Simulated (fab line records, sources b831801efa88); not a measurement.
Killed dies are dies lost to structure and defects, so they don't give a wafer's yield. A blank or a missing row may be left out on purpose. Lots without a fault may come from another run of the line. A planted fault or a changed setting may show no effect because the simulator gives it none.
fab line records | flow sky130
record lots=6 wafers=18 last_day=49
route steps=708 shown VIA3@588 METAL4@598 CAP2M@603 PAD_OPEN@708
lots that met no fault: from a run of the same line without faults
start_h: hours from the record's first day to the start of the lot's first wafer shown | wait_h: hours since the lot's step before | " the same as in the row above | L1.1+2: a row that stands for several wafers | - no value, or no start given | * or withheld: withheld | < > ~ a bound
route shown NAME@n: a module of which the file shows steps, and the number in the route of the first | usual: mean/standard deviation of fault-free wafers | same: alike in all rows | chamber/n: place in a boat | sites: the reading at each site | _std_site: their standard deviation | _edge_site: outer sites' mean less inner sites' | radius_mm: how far each site lies from the wafer's centre | mask NAME#n: copy n | behind: the tool/chamber that last shaped the wafer | hold: why the lot was held/for how many hours/how that ended | device: the transistor (n, p or np) that didn't switch | end of line: the same wafers' tests at the end of the route | a step without rows: its recipe alone | killed: dies lost to structure and defects at the first sort, not the wafer's yield | map: a wafer's dies, x killed, . not, _ none there
set.NAME: the setting as run; set.NAME@STEP: as run at that earlier step | model.NAME: the simulator's own value behind a step, which no gauge read
lots at some steps of the route; a table a step, a row a wafer
services: from which hour (start_h, from the record's first day; less than 0 if before it) a tool's chamber was out of use, for how many hours, and why
## steps
# step SKY_VIA3_ETCH_15
# recipe target=SiO2 chemistry=C4F8/O2/Ar target_depth_nm=507 stop_on=TiN mask_material=KrF-thick source_w=1500 bias_w=1200 pressure_mtorr=40 c4f8_flow_sccm=withheld O2_flow_sccm=6 Ar_flow_sccm=300 time_s=78
# step SKY_VIA3_STRIP_16
# recipe chemistry=O2/N2 power_w=1400 pressure_mtorr=1500 platen_temp_c=withheld o2_flow_sccm=3000 n2_flow_sccm=300 overash_fraction=0.5
# step SKY_VIA3_STRIP_17
# recipe chemistry=post_etch_residue_remover time_s=1200 temp_c=72.5
# step SKY_VIA3_CLEAN_18
# recipe chemistry=IPA time_s=180 temp_c=25
# step SKY_VIA3_CLEAN_19
# recipe chemistry=O3/DIW dry=n2_spin
# step SKY_VIA3_SPUTTER_20
# recipe material=TiN target_thk_nm=20 chamber_pressure_pa=5 power_w=4000 time_s=80
# step SKY_VIA3_CVD_21
# recipe material=W target_thk_nm=390 time_s=117.31 temp_c=400 pressure_torr=40
# step SKY_VIA3_RS_MEAS_22
# recipe thk_meas_gauge=four-point-probe reads=W_of_VIA3_CVD_21+TiN_of_VIA3_SPUTTER_20
# usual VIA3_W_RS=0.292/0.005
# columns lot.wafer tool chamber start_h wait_h VIA3_W_RS[ohm/sq]
L313.2 film_metro-04 - 930.13 0.1 0.295
L313.5 " - " " 0.299
L313.6 " - " " 0.292
L320.1 film_metro-02 - 1000.90 0.1 0.285
L320.3 " - " " 0.296
L320.5 " - " " 0.284
L322.1 film_metro-04 - 1003.42 0.1 0.289
L322.2 " - " " 0.295
L322.6 " - " " 0.292
L323.3 film_metro-02 - 1009.14 0.1 0.294
L323.4 " - " " 0.296
L323.5 " - " " 0.293
L330.2 film_metro-04 - 1043.99 0.1 0.295
L330.4 " - " " 0.290
L330.6 " - " " 0.290
L331.1 film_metro-02 - 1054.02 0.1 0.287
L331.4 " - " " 0.295
L331.6 " - " " 0.289
# step SKY_VIA3_THK_MEAS_23
# recipe thk_meas_gauge=xrf reads=W_of_VIA3_CVD_21
# usual VIA3_W_THK=397/8.9
# columns lot.wafer tool chamber start_h wait_h VIA3_W_THK[nm]
L313.2 film_metro-04 - 930.24 0.1 403
L313.5 " - " " 399
L313.6 " - " " 408
L320.1 film_metro-02 - 1001.02 0.1 404
L320.3 " - " " 389
L320.5 " - " " 403
L322.1 film_metro-04 - 1003.54 0.1 406
L322.2 " - " " 396
L322.6 " - " " 401
L323.3 film_metro-02 - 1009.24 0.1 394
L323.4 " - " " 390
L323.5 " - " " 395
L330.2 film_metro-04 - 1044.10 0.1 402
L330.4 " - " " 406
L330.6 " - " " 411
L331.1 film_metro-02 - 1054.14 0.1 396
L331.4 " - " " 387
L331.6 " - " " 397
# step SKY_VIA3_CMP_24
# recipe stop_on=SiO2 t_overpolish_s=20 down_force_psi=3.5 platen_rpm=60 target_thk_nm=0 pad_velocity_m_s=0.94248
# step SKY_METAL4_SPUTTER_00
# recipe material=Ti target_thk_nm=15 power_w=3000 time_s=10 chamber_pressure_pa=0.4
# usual throttle_valve_pct=30.1/1.4
# columns lot.wafer tool chamber start_h wait_h throttle_valve_pct
L313.2 pvd_sputter-04 - 930.59 0.1 30.2
L313.5 " - " " 30.3
L313.6 " - " " 30.3
L320.1 pvd_sputter-03 - 1001.38 0.2 28.1
L320.3 " - " " 30.5
L320.5 " - " " 31.6
L322.1 pvd_sputter-01 - 1003.90 0.1 29.3
L322.2 " - " " 28.7
L322.6 " - " " 29.3
L323.3 pvd_sputter-01 - 1009.58 0.1 27.8
L323.4 " - " " 29.5
L323.5 " - " " 29.4
L330.2 pvd_sputter-01 - 1044.45 0.1 32.3
L330.4 " - " " 27.7
L330.6 " - " " 29.5
L331.1 pvd_sputter-01 - 1054.50 0.2 27.3
L331.4 " - " " 29.0
L331.6 " - " " 29.6
# step SKY_METAL4_SPUTTER_01
# recipe material=TiN target_thk_nm=20 power_w=6500 time_s=16.7 chamber_pressure_pa=0.4
# usual throttle_valve_pct=30.1/1.4
# columns lot.wafer tool chamber start_h wait_h throttle_valve_pct
L313.2 pvd_sputter-04 - 930.61 0.0 30.2
L313.5 " - " " 30.1
L313.6 " - " " 29.9
L320.1 pvd_sputter-03 - 1001.40 0.0 28.0
L320.3 " - " " 30.3
L320.5 " - " " 31.4
L322.1 pvd_sputter-01 - 1003.92 0.0 29.4
L322.2 " - " " 28.6
L322.6 " - " " 29.1
L323.3 pvd_sputter-01 - 1009.60 0.0 27.5
L323.4 " - " " 29.2
L323.5 " - " " 29.4
L330.2 pvd_sputter-01 - 1044.47 0.0 32.4
L330.4 " - " " 27.8
L330.6 " - " " 29.3
L331.1 pvd_sputter-01 - 1054.52 0.0 27.7
L331.4 " - " " 28.6
L331.6 " - " " 29.3
# step SKY_METAL4_SPUTTER_02
# recipe material=AlCu target_thk_nm=735 power_w=10600 time_s=40.79 chamber_pressure_pa=0.4
# usual throttle_valve_pct=30.1/1.4
# columns lot.wafer tool chamber start_h wait_h throttle_valve_pct model.AlCu_of_METAL4_SPUTTER_02.thk_nm
L313.2 pvd_sputter-04 - 930.64 0.0 30.4 770.7
L313.5 " - " " 30.2 754.3
L313.6 " - " " 30.0 767.9
L320.1 pvd_sputter-03 - 1001.43 0.0 28.0 776.3
L320.3 " - " " 30.5 776.1
L320.5 " - " " 31.7 780.3
L322.1 pvd_sputter-01 - 1003.95 0.0 29.5 751.2
L322.2 " - " " 28.6 765.7
L322.6 " - " " 29.4 748.6
L323.3 pvd_sputter-01 - 1009.63 0.0 27.6 754.8
L323.4 " - " " 29.4 753.5
L323.5 " - " " 29.4 759
L330.2 pvd_sputter-01 - 1044.50 0.0 32.2 765
L330.4 " - " " 27.7 522.1
L330.6 " - " " 29.2 759
L331.1 pvd_sputter-01 - 1054.55 0.0 27.5 528.8
L331.4 " - " " 28.6 776.7
L331.6 " - " " 29.2 761.5
# step SKY_METAL4_SPUTTER_03
# recipe material=Ti target_thk_nm=5 power_w=3000 time_s=3.3 chamber_pressure_pa=0.4
# usual throttle_valve_pct=30.1/1.4
# columns lot.wafer tool chamber start_h wait_h throttle_valve_pct
L313.2 pvd_sputter-04 - 930.67 0.0 30.4
L313.5 " - " " 30.3
L313.6 " - " " 30.3
L320.1 pvd_sputter-03 - 1001.47 0.0 28.0
L320.3 " - " " 30.6
L320.5 " - " " 31.7
L322.1 pvd_sputter-01 - 1003.99 0.0 29.6
L322.2 " - " " 28.7
L322.6 " - " " 29.3
L323.3 pvd_sputter-01 - 1009.67 0.0 27.6
L323.4 " - " " 29.4
L323.5 " - " " 29.5
L330.2 pvd_sputter-01 - 1044.54 0.0 32.3
L330.4 " - " " 27.8
L330.6 " - " " 29.2
L331.1 pvd_sputter-01 - 1054.59 0.0 27.2
L331.4 " - " " 28.6
L331.6 " - " " 29.6
# step SKY_METAL4_SPUTTER_04
# recipe material=TiN target_thk_nm=70 power_w=6500 time_s=58.3 chamber_pressure_pa=0.4
# usual throttle_valve_pct=30.1/1.4
# columns lot.wafer tool chamber start_h wait_h throttle_valve_pct
L313.2 pvd_sputter-04 - 930.69 0.0 30.3
L313.5 " - " " 30.2
L313.6 " - " " 30.0
L320.1 pvd_sputter-03 - 1001.49 0.0 27.8
L320.3 " - " " 30.7
L320.5 " - " " 31.6
L322.1 pvd_sputter-01 - 1004.00 0.0 29.5
L322.2 " - " " 28.8
L322.6 " - " " 29.6
L323.3 pvd_sputter-01 - 1009.68 0.0 27.7
L323.4 " - " " 29.2
L323.5 " - " " 29.2
L330.2 pvd_sputter-01 - 1044.56 0.0 32.0
L330.4 " - " " 27.6
L330.6 " - " " 29.5
L331.1 pvd_sputter-01 - 1054.60 0.0 27.5
L331.4 " - " " 28.7
L331.6 " - " " 29.2
# step SKY_CAP2M_CVD_00
# recipe material=SiO2 target_thk_nm=15.5 temp_c=400 time_s=withheld rf_w=450
# step SKY_CAP2M_THK_MEAS_01
# recipe reads=SiO2_of_CAP2M_CVD_00
# usual CAP2M_CVD_00_THK=15.4/0.3
# columns lot.wafer tool chamber start_h wait_h CAP2M_CVD_00_THK[nm]
L313.2 film_metro-04 - 930.77 - 15.3
L313.5 " - " " 15.7
L313.6 " - " " 15.4
L320.1 film_metro-03 - 1001.57 - 15.2
L320.3 " - " " 15.2
L320.5 " - " " 15.4
L322.1 film_metro-03 - 1004.08 - 15.0
L322.2 " - " " 14.9
L322.6 " - " " 15.6
L323.3 film_metro-01 - 1009.79 - 15.7
L323.4 " - " " 15.9
L323.5 " - " " 15.9
L330.2 film_metro-04 - 1044.64 - 15.3
L330.4 " - " " 15.7
L330.6 " - " " 15.9
L331.1 film_metro-03 - 1054.67 - 15.8
L331.4 " - " " 16.0
L331.6 " - " " 15.9
# step SKY_CAP2M_SPUTTER_02
# recipe material=TiN target_thk_nm=200 temp_c=300 power_w=6500 time_s=166.7 chamber_pressure_pa=0.4
# step SKY_CAP2M_RS_MEAS_03
# recipe thk_meas_gauge=four-point-probe reads=TiN_of_CAP2M_SPUTTER_02
# usual CAP2M_TIN_RS=6.90/0.081
# columns lot.wafer tool chamber start_h wait_h CAP2M_TIN_RS[ohm/sq]
L313.2 film_metro-03 - 930.95 0.1 6.93
L313.5 " - " " 6.98
L313.6 " - " " 6.83
L320.1 film_metro-01 - 1001.74 0.1 6.75
L320.3 " - " " 6.86
L320.5 " - " " 6.78
L322.1 film_metro-04 - 1004.24 0.1 6.85
L322.2 " - " " 6.75
L322.6 " - " " 6.91
L323.3 film_metro-04 - 1009.98 0.1 6.97
L323.4 " - " " 6.94
L323.5 " - " " 6.94
L330.2 film_metro-01 - 1044.83 0.1 6.97
L330.4 " - " " 7.04
L330.6 " - " " 7.08
L331.1 film_metro-01 - 1054.84 0.1 6.84
L331.4 " - " " 6.89
L331.6 " - " " 6.92
# step SKY_CAP2M_THK_MEAS_04
# recipe thk_meas_gauge=xrf reads=TiN_of_CAP2M_SPUTTER_02
# usual CAP2M_TIN_THK=198.9/2.7
# columns lot.wafer tool chamber start_h wait_h CAP2M_TIN_THK[nm]
L313.2 film_metro-03 - 931.06 0.1 196.4
L313.5 " - " " 195.9
L313.6 " - " " 199.7
L320.1 film_metro-01 - 1001.86 0.1 205.0
L320.3 " - " " 201.3
L320.5 " - " " 204.3
L322.1 film_metro-04 - 1004.36 0.1 200.5
L322.2 " - " " 202.1
L322.6 " - " " 197.4
L323.3 film_metro-04 - 1010.08 0.1 196.3
L323.4 " - " " 196.5
L323.5 " - " " 196.5
L330.2 film_metro-01 - 1044.94 0.1 198.2
L330.4 " - " " 196.0
L330.6 " - " " 194.9
L331.1 film_metro-01 - 1054.96 0.1 202.2
L331.4 " - " " 200.6
L331.6 " - " " 199.3
# step SKY_CAP2M_DEHYDRATE_05
# recipe temp_c=200 time_s=60
# step SKY_CAP2M_HMDS_06
# recipe prime_time_s=60 prime_temp_c=120
# step SKY_CAP2M_COAT_07
# recipe resist=NOVOLAK spin_rpm=3000 resist_thk_nm=1140
# step SKY_CAP2M_SOFTBAKE_08
# recipe temp_c=90 time_s=60 resist=NOVOLAK
# step SKY_CAP2M_EXPOSE_09
# recipe mask_id=CAP2M na=0.6 source_shape=conventional sigma_outer=0.6 polarization=unpolarized target_cd_nm=1000 dose_mj=159
# step SKY_CAP2M_PEB_10
# recipe temp_c=withheld time_s=* resist=NOVOLAK
# step SKY_CAP2M_DEVELOP_11
# recipe resist=NOVOLAK developer=TMAH develop_time_s=60 dev_temp_c=23
# step SKY_CAP2M_OVL_MEAS_12
# usual CAP2M_OVL=0.2/1.5
# columns lot.wafer tool chamber start_h wait_h CAP2M_OVL[nm]
L313.2 overlay-02 - 954.79 0.1 0.0
L313.5 " - " " 0.1
L313.6 " - " " -0.4
L320.1 overlay-01 - 1024.33 0.1 -3.3
L320.3 " - " " -0.2
L320.5 " - " " -2.0
L322.1 overlay-02 - 1027.24 0.1 -1.2
L322.2 " - " " -1.3
L322.6 " - " " -2.3
L323.3 overlay-02 - 1032.00 0.1 1.1
L323.4 " - " " 0.4
L323.5 " - " " -0.8
L330.2 overlay-01 - 1066.84 0.1 -1.1
L330.4 " - " " -2.3
L330.6 " - " " 1.0
L331.1 overlay-01 - 1075.84 0.1 -1.5
L331.4 " - " " 1.9
L331.6 " - " " 1.7
# step SKY_CAP2M_METAL_ETCH_13
# recipe target_depth_nm=220 stop_on=SiO2 chemistry=Cl2/BCl3 target=TiN pressure_mtorr=10 icp_w=900 bias_w=48.5 Cl2_flow_sccm=60 bcl3_flow_sccm=30 time_s=62.9
# usual drypump_motor_current_A=5.7/0.53 mfc_cl2_sccm=59.98/0.18 oes_product_au=0.942/0.0082 throttle_valve_pct=21.901/0.0097
# columns lot.wafer tool chamber start_h wait_h drypump_motor_current_A mfc_cl2_sccm oes_product_au rf_hours_counter_h throttle_valve_pct
L313.2 rie_metal-01 0 954.84 0.0 6.3 59.88 0.931 - 21.898
L313.5 " 0 " " 6.3 60.13 0.929 - 21.912
L313.6 " 0 " " 6.3 59.96 0.947 - 21.885
L320.1 rie_metal-03 1 1024.37 0.0 6.0 59.90 0.948 14 21.889
L320.3 " 1 " " 6.0 59.74 0.939 - 21.884
L320.5 " 1 " " 6.0 59.80 0.953 - 21.901
L322.1 rie_metal-04 1 1027.27 0.0 5.9 59.90 0.945 7 21.893
L322.2 " 0 " " 4.7 60.34 0.959 19 21.886
L322.6 " 1 " " 5.9 59.86 0.942 - 21.891
L323.3 rie_metal-03 0 1032.05 0.0 5.6 59.87 0.940 - 21.928
L323.4 " 1 " " 6.0 59.96 0.943 - 21.906
L323.5 " 1 " " 6.0 60.03 0.943 - 21.899
L330.2 rie_metal-01 1 1066.87 0.0 5.2 60.02 0.937 7 21.902
L330.4 " 0 " " 6.3 59.67 0.922 - 21.914
L330.6 " 0 " " 6.3 59.83 0.923 - 21.912
L331.1 rie_metal-04 0 1075.87 0.0 4.7 60.20 0.949 22 21.905
L331.4 " 1 " " 5.9 59.95 0.941 - 21.889
L331.6 " 0 " " 4.6 59.71 0.938 - 21.922
# step SKY_CAP2M_STRIP_14
# recipe chemistry=O2/N2 power_w=1400 pressure_mtorr=1500 platen_temp_c=withheld o2_flow_sccm=3000 n2_flow_sccm=300 overash_fraction=0.5
# step SKY_CAP2M_STRIP_15
# recipe chemistry=post_etch_residue_remover time_s=1200 temp_c=72.5
# step SKY_CAP2M_CLEAN_16
# recipe chemistry=IPA time_s=180 temp_c=25
# step SKY_CAP2M_CLEAN_17
# recipe chemistry=O3/DIW dry=n2_spin
# step SKY_METAL4_DEHYDRATE_05
# recipe temp_c=200 time_s=60
# step SKY_METAL4_HMDS_06
# recipe prime_time_s=60 prime_temp_c=120
# step SKY_METAL4_COAT_07
# recipe resist=BARC temp_c=withheld time_s=withheld spin_rpm=3000 resist_thk_nm=60
# step SKY_METAL4_COAT_08
# recipe resist=KrF-thick spin_rpm=3000 resist_thk_nm=1140
# step SKY_METAL4_SOFTBAKE_09
# recipe temp_c=100 time_s=90 resist=KrF-thick
# step SKY_METAL4_EXPOSE_10
# recipe mask_id=MM4 na=0.68 source_shape=annular sigma_inner=0.4 sigma_outer=0.8 target_cd_nm=300 dose_mj=28
# step SKY_METAL4_PEB_11
# recipe peb_temp_c=withheld peb_time_s=withheld resist=KrF-thick
# step SKY_METAL4_DEVELOP_12
# recipe develop_time_s=60 resist=KrF-thick dev_temp_c=21
# step SKY_METAL4_CD_MEAS_13
# recipe target_cd_nm=300
# usual cd_nm=299.9/1.5
# columns lot.wafer tool chamber start_h wait_h cd_nm
L313.2 cd_sem-01 - 979.91 - 302.1
L313.5 " - " " 300.4
L313.6 " - " " 301.8
L320.1 cd_sem-01 - 1047.24 - 299.7
L320.3 " - " " 300.8
L320.5 " - " " 300.0
L322.1 cd_sem-02 - 1049.88 - 301.6
L322.2 " - " " 302.5
L322.6 " - " " 302.1
L323.3 cd_sem-02 - 1054.93 - 297.1
L323.4 " - " " 296.9
L323.5 " - " " 299.3
L330.2 cd_sem-02 - 1088.25 - 301.1
L330.4 " - " " 302.2
L330.6 " - " " 301.0
L331.1 cd_sem-02 - 1096.91 - 300.7
L331.4 " - " " 300.1
L331.6 " - " " 298.7
# step SKY_METAL4_METAL_ETCH_18
# recipe target_depth_a=8450 stop_on=SiO2 over_etch_frac=0.3 time_s=183.1 chemistry=Cl2/BCl3 resist_sidewall_deg=88 pressure_mtorr=10 icp_w=900 bias_w=48.5 Cl2_flow_sccm=60 bcl3_flow_sccm=30
# usual drypump_motor_current_A=5.8/0.49 mfc_cl2_sccm=60.02/0.16 oes_product_au=0.882/0.0066 throttle_valve_pct=22.263/0.0085
# columns lot.wafer tool chamber start_h wait_h drypump_motor_current_A mfc_cl2_sccm oes_product_au rf_hours_counter_h throttle_valve_pct
L313.2 rie_metal-03 0 980.19 0.0 5.6 59.64 0.880 10 22.262
L313.5 " 1 " " 5.9 60.16 0.878 - 22.273
L313.6 " 0 " " 5.6 59.65 0.887 - 22.264
L320.1 rie_metal-01 0 1047.54 0.0 6.3 60.04 0.893 18 22.249
L320.3 " 1 " " 5.2 60.05 0.887 - 22.277
L320.5 " 0 " " 6.3 60.20 0.888 - 22.265
L322.1 rie_metal-02 1 1050.19 0.0 5.3 59.78 0.884 20 22.269
L322.2 " 0 " " 6.6 59.94 0.878 11 22.265
L322.6 " 0 " " 6.6 60.03 0.874 - 22.265
L323.3 rie_metal-02 0 1055.25 0.1 6.5 60.17 0.875 - 22.268
L323.4 " 1 " " 5.3 59.76 0.873 - 22.262
L323.5 " 0 " " 6.5 60.01 0.884 - 22.246
L330.2 rie_metal-03 0 1088.54 0.0 5.6 59.95 0.880 17 22.266
L330.4 " 0 " " 5.6 59.90 0.746 - 22.267
L330.6 " 0 " " 5.6 59.66 0.889 - 22.253
L331.1 rie_metal-01 0 1097.21 0.0 6.3 59.90 0.746 21 22.262
L331.4 " 0 " " 6.3 59.70 0.888 - 22.262
L331.6 " 0 " " 6.3 59.90 0.879 - 22.274
# step SKY_PAD_OPEN_PROBE_99
# usual defect_limited_yield=82.5/1.8 killed_at_M0_to_M3=44/6.6 killed_at_M4_up=2.9/1.8 killed_at_contacts=24/4.8 killed_at_front_end=15/4.5 killed_at_other=0.3/0.64 killed_dies=86/8.7 killed_open=47/6.5 killed_short=39/5.8 sort_bin_3_pad_short=0.9/0.4 sort_bin_5_function=10.3/1.4 sort_bin_6_memory=6.2/1.1 sort_n_pass=406/8.7 sort_yield_pct=82.5/1.8
# same gross_dies=492 killed_at_back_side=0 sort_bin_4_leakage[%]=0 sort_bin_8_speed[%]=0
# columns lot.wafer tool chamber start_h wait_h defect_limited_yield[%] killed_at_M0_to_M3 killed_at_M4_up killed_at_contacts killed_at_front_end killed_at_other killed_dies killed_open killed_short sort_bin_3_pad_short[%] sort_bin_5_function[%] sort_bin_6_memory[%] sort_n_pass sort_yield_pct[%] model.etest.met4.line_ohm_um model.etest.via4_chain.rc_ohm model.etest.met4.rs_ohm_sq
L313.2 prober-02 - 1076.40 0.1 83.1 41 4 19 18 1 83 41 41 1.4 9.6 5.9 409 83.1 0.1353 0.836 0.04073
L313.5 prober-02 - 1076.55 0.2 81.3 57 1 18 16 0 92 54 38 0.6 10.8 7.3 400 81.3 0.1349 0.7788 0.04148
L313.6 prober-02 - 1076.60 0.2 82.5 42 2 29 12 1 86 37 48 1.4 11.2 4.9 406 82.5 0.135 0.8192 0.0409
L320.1 prober-02 - 1134.82 0.1 87.0 24 3 24 13 0 64 40 24 0.4 7.5 5.1 428 87.0 0.1356 0.8172 0.04041
L320.3 prober-02 - 1134.92 0.2 87.4 31 1 21 9 0 62 38 24 0.6 8.7 3.3 430 87.4 0.1391 0.7545 0.04034
L320.5 prober-02 - 1135.02 0.2 86.6 43 1 13 9 0 66 39 27 0.6 8.9 3.9 426 86.6 0.1354 0.7892 0.04049
L322.1 prober-02 - 1138.44 0.1 83.3 52 2 17 11 0 82 42 40 0.8 10.2 5.7 410 83.3 0.1415 0.7927 0.04172
L322.2 prober-02 - 1138.49 0.1 83.3 41 4 23 14 0 82 41 41 1.6 8.3 6.7 410 83.3 0.1335 0.7776 0.04076
L323.3 prober-02 - 1143.16 0.2 78.7 51 6 24 24 0 105 57 48 0.6 13.2 7.5 387 78.7 0.1403 0.8025 0.04152
L323.4 prober-02 - 1143.21 0.2 80.7 54 3 18 19 1 95 55 40 1.2 11.8 6.3 397 80.7 0.144 0.7984 0.04155
L323.5 prober-02 - 1143.26 0.2 81.3 47 1 31 13 0 92 51 41 0.8 9.8 8.1 400 81.3 0.1388 0.7918 0.04121
L330.2 prober-01 - 1170.09 0.1 84.1 50 5 17 6 0 78 40 37 0.6 10.4 4.9 414 84.1 0.1369 0.7892 0.04108
L330.4 prober-01 - 1170.19 0.2 81.9 57 2 23 7 0 89 49 40 1.4 10.2 6.5 403 81.9 0.2008 0.8122 0.06135
L330.6 prober-01 - 1170.29 0.2 84.6 38 1 25 12 0 76 43 31 0.8 9.8 4.9 416 84.6 0.1377 0.8036 0.04157
L331.1 prober-02 - 1177.85 0.1 81.1 42 4 31 16 0 93 44 49 0.6 11.2 7.1 399 81.1 0.2053 0.7899 0.0593
L331.4 prober-02 - 1178.00 0.2 82.9 43 6 25 9 1 84 49 35 0.2 10.8 6.1 408 82.9 0.1379 0.7968 0.04033
L331.6 prober-02 - 1178.10 0.2 81.9 52 1 19 17 0 89 48 41 0.4 10.6 7.1 403 81.9 0.1461 0.8168 0.0419
# killed by level:class
L313.2 LI_CONTACT:geometric_particle:open=8 VIA2:geometric_particle:open=8 FIELD_ISO:geometric_particle:short=6 POLY_GATE:geometric_particle:open=6 METAL3:geometric_particle:short=6 VIA2:geometric_particle:short=5 CONTACT:geometric_particle:short=4 VIA1:geometric_particle:open=4
L313.5 VIA2:geometric_particle:open=13 VIA1:geometric_particle:open=12 FIELD_ISO:geometric_particle:open=8 CONTACT:geometric_particle:open=8 VIA2:geometric_particle:short=5 METAL1:geometric_particle:short=5 VIA1:geometric_particle:short=5 METAL2:geometric_particle:short=5
L313.6 CONTACT:geometric_particle:open=13 CONTACT:geometric_particle:short=8 VIA1:geometric_particle:open=8 METAL2:geometric_particle:short=7 VIA2:geometric_particle:open=7 METAL1:geometric_particle:short=6 VIA1:geometric_particle:short=6 FIELD_ISO:geometric_particle:short=4
L320.1 VIA1:geometric_particle:open=11 LI_CONTACT:geometric_particle:open=10 FIELD_ISO:geometric_particle:open=5 CONTACT:geometric_particle:open=5 CONTACT:geometric_particle:short=4 FIELD_ISO:geometric_particle:short=3 POLY_GATE:geometric_particle:short=3 LOCAL_INTERCONNECT:geometric_particle:short=3
L320.3 CONTACT:geometric_particle:open=10 VIA1:geometric_particle:open=8 VIA3:geometric_particle:open=6 VIA1:geometric_particle:short=4 LOCAL_INTERCONNECT:geometric_particle:short=4 METAL2:geometric_particle:short=4 POLY_CUT:geometric_particle:open=3 LI_CONTACT:geometric_particle:open=3
L320.5 VIA1:geometric_particle:open=14 CONTACT:geometric_particle:open=8 POLY_GATE:geometric_particle:short=5 VIA2:geometric_particle:open=5 METAL2:geometric_particle:open=4 METAL2:geometric_particle:short=4 VIA3:geometric_particle:open=4 FIELD_ISO:geometric_particle:short=3
L322.1 VIA1:geometric_particle:open=12 VIA1:geometric_particle:short=8 METAL2:geometric_particle:short=7 VIA2:geometric_particle:open=6 METAL3:geometric_particle:short=5 LI_CONTACT:geometric_particle:open=5 CONTACT:geometric_particle:open=5 VIA3:geometric_particle:open=5
L322.2 VIA1:geometric_particle:open=8 METAL2:geometric_particle:short=7 VIA3:geometric_particle:open=7 CONTACT:geometric_particle:open=6 LOCAL_INTERCONNECT:geometric_particle:short=5 FIELD_ISO:geometric_particle:short=5 CONTACT:geometric_particle:short=5 LI_CONTACT:geometric_particle:open=5
L323.3 CONTACT:geometric_particle:open=10 VIA3:geometric_particle:open=9 FIELD_ISO:geometric_particle:short=8 VIA1:geometric_particle:open=8 FIELD_ISO:geometric_particle:open=7 VIA2:geometric_particle:open=7 VIA1:geometric_particle:short=6 CONTACT:geometric_particle:short=6
L323.4 VIA1:geometric_particle:open=23 CONTACT:geometric_particle:open=10 FIELD_ISO:geometric_particle:short=7 VIA3:geometric_particle:open=6 FIELD_ISO:geometric_particle:open=5 VIA1:geometric_particle:short=5 POLY_GATE:geometric_particle:short=4 METAL1:geometric_particle:short=4
L323.5 VIA1:geometric_particle:open=15 CONTACT:geometric_particle:open=9 LI_CONTACT:geometric_particle:open=8 CONTACT:geometric_particle:short=7 VIA1:geometric_particle:short=6 METAL1:geometric_particle:short=6 VIA3:geometric_particle:open=6 POLY_GATE:geometric_particle:short=5
L330.2 VIA1:geometric_particle:open=13 VIA2:geometric_particle:open=8 VIA3:geometric_particle:open=7 METAL2:geometric_particle:short=7 VIA1:geometric_particle:short=5 LI_CONTACT:geometric_particle:open=4 METAL4:geometric_particle:short=4 LI_CONTACT:geometric_particle:short=3
L330.4 VIA1:geometric_particle:open=15 CONTACT:geometric_particle:open=10 LI_CONTACT:geometric_particle:open=8 METAL2:geometric_particle:short=8 VIA2:geometric_particle:open=6 VIA1:geometric_particle:short=5 METAL3:geometric_particle:short=5 VIA3:geometric_particle:short=5
L330.6 VIA2:geometric_particle:open=12 LI_CONTACT:geometric_particle:open=8 CONTACT:geometric_particle:open=6 VIA1:geometric_particle:open=6 LI_CONTACT:geometric_particle:short=4 CONTACT:geometric_particle:short=4 VIA1:geometric_particle:short=4 POLY_GATE:geometric_particle:short=3
L331.1 CONTACT:geometric_particle:short=12 VIA2:geometric_particle:open=9 VIA1:geometric_particle:open=8 LOCAL_INTERCONNECT:geometric_particle:short=7 LI_CONTACT:geometric_particle:open=6 VIA3:geometric_particle:short=5 VIA3:geometric_particle:open=5 POLY_GATE:geometric_particle:short=4
L331.4 VIA1:geometric_particle:open=15 CONTACT:geometric_particle:open=6 LI_CONTACT:geometric_particle:open=6 METAL2:geometric_particle:short=5 VIA3:geometric_particle:open=5 LI_CONTACT:geometric_particle:short=5 VIA3:geometric_particle:short=5 CONTACT:geometric_particle:short=4
L331.6 VIA1:geometric_particle:open=12 VIA3:geometric_particle:open=8 VIA2:geometric_particle:open=6 SPACER:geometric_particle:open=5 METAL2:geometric_particle:short=5 VIA2:geometric_particle:short=5 POLY_GATE:geometric_particle:open=4 LI_CONTACT:geometric_particle:short=4
## services
# columns tool chamber start_h hours kind
pvd_sputter-01 - 910.54 0.6 repair
pvd_sputter-03 - 917.18 5.9 repair
pvd_sputter-03 0 925.27 - consumable_replace:kit
pvd_sputter-03 0 925.27 18.0 scheduled_down
pvd_sputter-03 0 925.27 18.0 vent_cycle
rie_metal-01 1 946.88 9.2 repair
pvd_sputter-03 - 950.78 5.2 repair
pvd_sputter-01 2 951.45 - consumable_replace:kit
pvd_sputter-01 2 951.45 18.0 scheduled_down
pvd_sputter-01 2 951.45 18.0 vent_cycle
rie_metal-01 1 970.98 21.7 repair
rie_metal-03 - 1026.89 2.8 pm
pvd_sputter-03 3 1032.17 - consumable_replace:kit
pvd_sputter-03 3 1032.17 18.0 scheduled_down
pvd_sputter-03 3 1032.17 18.0 vent_cycle
pvd_sputter-04 1 1044.05 - consumable_replace:kit
pvd_sputter-04 1 1044.05 18.0 scheduled_down
pvd_sputter-04 1 1044.05 18.0 vent_cycle
rie_metal-04 0 1086.73 - clean
rie_metal-04 0 1086.73 22.7 scheduled_down
rie_metal-04 0 1086.73 22.7 vent_cycle
## key
first_sign step=SKY_METAL4_METAL_ETCH_18 reading=oes_product_au direction=down sigmas=21 usual=0.882 struck=0.746
effect none on later readings
model_effect step=SKY_METAL4_SPUTTER_02 value=AlCu_of_METAL4_SPUTTER_02.thk_nm without=761.1 struck=525.5
model_effect step=SKY_PAD_OPEN_PROBE_99 value=etest.met4.line_ohm_um without=0.1395 struck=0.2031
met_at SKY_METAL4_SPUTTER_02
struck_wafers L330.4,L331.1
onset_between 1009.63 1044.50
fault kind=process_parameter_drift tool=pvd_sputter-01 chamber=- onset_h=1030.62 steps=SKY_METAL4_SPUTTER_02 channel=target_thk_nm offset=-225.88 shape=step end_h=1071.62 acts_in=these_recipes_only stated=735 scope=struck_wafers_only
